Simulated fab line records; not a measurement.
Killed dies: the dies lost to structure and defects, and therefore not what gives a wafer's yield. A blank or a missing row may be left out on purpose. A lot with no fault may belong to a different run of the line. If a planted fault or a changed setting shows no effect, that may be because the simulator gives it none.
Matching of chambers || flow sky130 || 3 sister chambers for SKY_PASSIVATION_CVD_00 on pecvd-04
The step deposits SiO2, target thk 90 nm. 22 wafers are shown with their chamber, then 11 later ones without.

== WAFERS PAIRED WITH THEIR CHAMBERS ==
{"wafer": "L074.1", "chamber": 1, "heater_power_w (W)": 896}
{"wafer": "L074.2", "chamber": 0, "heater_power_w (W)": 755}
{"wafer": "L074.6", "chamber": 1, "heater_power_w (W)": 891}
{"wafer": "L075.2", "chamber": 1, "heater_power_w (W)": 836}
{"wafer": "L075.3", "chamber": 0, "heater_power_w (W)": 751}
{"wafer": "L075.6", "chamber": 1, "heater_power_w (W)": 860}
{"wafer": "L076.2", "chamber": 0, "heater_power_w (W)": 700}
{"wafer": "L076.3", "chamber": 1, "heater_power_w (W)": 769}
{"wafer": "L076.4", "chamber": 0, "heater_power_w (W)": 714}
{"wafer": "L078.1", "chamber": 1, "heater_power_w (W)": 779}
{"wafer": "L078.3", "chamber": 2, "heater_power_w (W)": 477}
{"wafer": "L078.5", "chamber": 0, "heater_power_w (W)": 748}
{"wafer": "L079.1", "chamber": 1, "heater_power_w (W)": 890}
{"wafer": "L079.4", "chamber": 0, "heater_power_w (W)": 636}
{"wafer": "L079.6", "chamber": 1, "heater_power_w (W)": 888}
{"wafer": "L082.2", "chamber": 0, "heater_power_w (W)": 749}
{"wafer": "L082.4", "chamber": 0, "heater_power_w (W)": 751}
{"wafer": "L082.5", "chamber": 1, "heater_power_w (W)": 930}
{"wafer": "L084.1", "chamber": 0, "heater_power_w (W)": 727}
{"wafer": "L084.2", "chamber": 2, "heater_power_w (W)": 572}
{"wafer": "L084.3", "chamber": 1, "heater_power_w (W)": 862}
{"wafer": "L084.4", "chamber": 2, "heater_power_w (W)": 591}

SIGNATURES (averages over the wafers above)
{"reading": "heater_power_w", "chamber 0": 725.67, "chamber 1": 860.10, "chamber 2": 546.67, "scatter within a chamber": 48}
Rule: a wafer lies at a distance from a chamber equal to the root of the sum of squares, over the readings, of (its reading less the chamber's mean, divided by the reading's scatter). The wafer belongs to the nearest chamber; if the next one is less than 2 further off, it can't be placed. The scatter: the root of (the sum of the squares of (reading less its chamber's mean) over the shown wafers, divided by (wafers less chambers)).

== WAFERS WITH NO CHAMBER GIVEN ==
{"wafer": "L084.5", "heater_power_w (W)": 732}
{"wafer": "L084.6", "heater_power_w (W)": 888}
{"wafer": "L086.1", "heater_power_w (W)": 707}
{"wafer": "L086.3", "heater_power_w (W)": 913}
{"wafer": "L086.6", "heater_power_w (W)": 587}
{"wafer": "L085.1", "heater_power_w (W)": 879}
{"wafer": "L085.4", "heater_power_w (W)": 880}
{"wafer": "L085.5", "heater_power_w (W)": 584}
{"wafer": "L087.1", "heater_power_w (W)": 501}
{"wafer": "L087.4", "heater_power_w (W)": 784}
{"wafer": "L087.5", "heater_power_w (W)": 748}

== WHICH CHAMBER EACH WENT THROUGH ==
{"wafer": "L084.5", "from the rows above": 0, "in truth": 0}
{"wafer": "L084.6", "from the rows above": 1, "in truth": 1}
{"wafer": "L086.1", "from the rows above": 0, "in truth": 0}
{"wafer": "L086.3", "from the rows above": 1, "in truth": 1}
{"wafer": "L086.6", "from the rows above": 2, "in truth": 2}
{"wafer": "L085.1", "from the rows above": 1, "in truth": 1}
{"wafer": "L085.4", "from the rows above": 1, "in truth": 1}
{"wafer": "L085.5", "from the rows above": 2, "in truth": 2}
{"wafer": "L087.1", "from the rows above": 2, "in truth": 2}
{"wafer": "L087.4", "from the rows above": "can't be placed: 0 or 1", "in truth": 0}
{"wafer": "L087.5", "from the rows above": "can't be placed: 0 or 1", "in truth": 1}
Placed correctly: 9 of 11. Cannot be placed on the basis of these rows: 2; the candidates contain the true chamber in 2. Placed wrongly: 0.
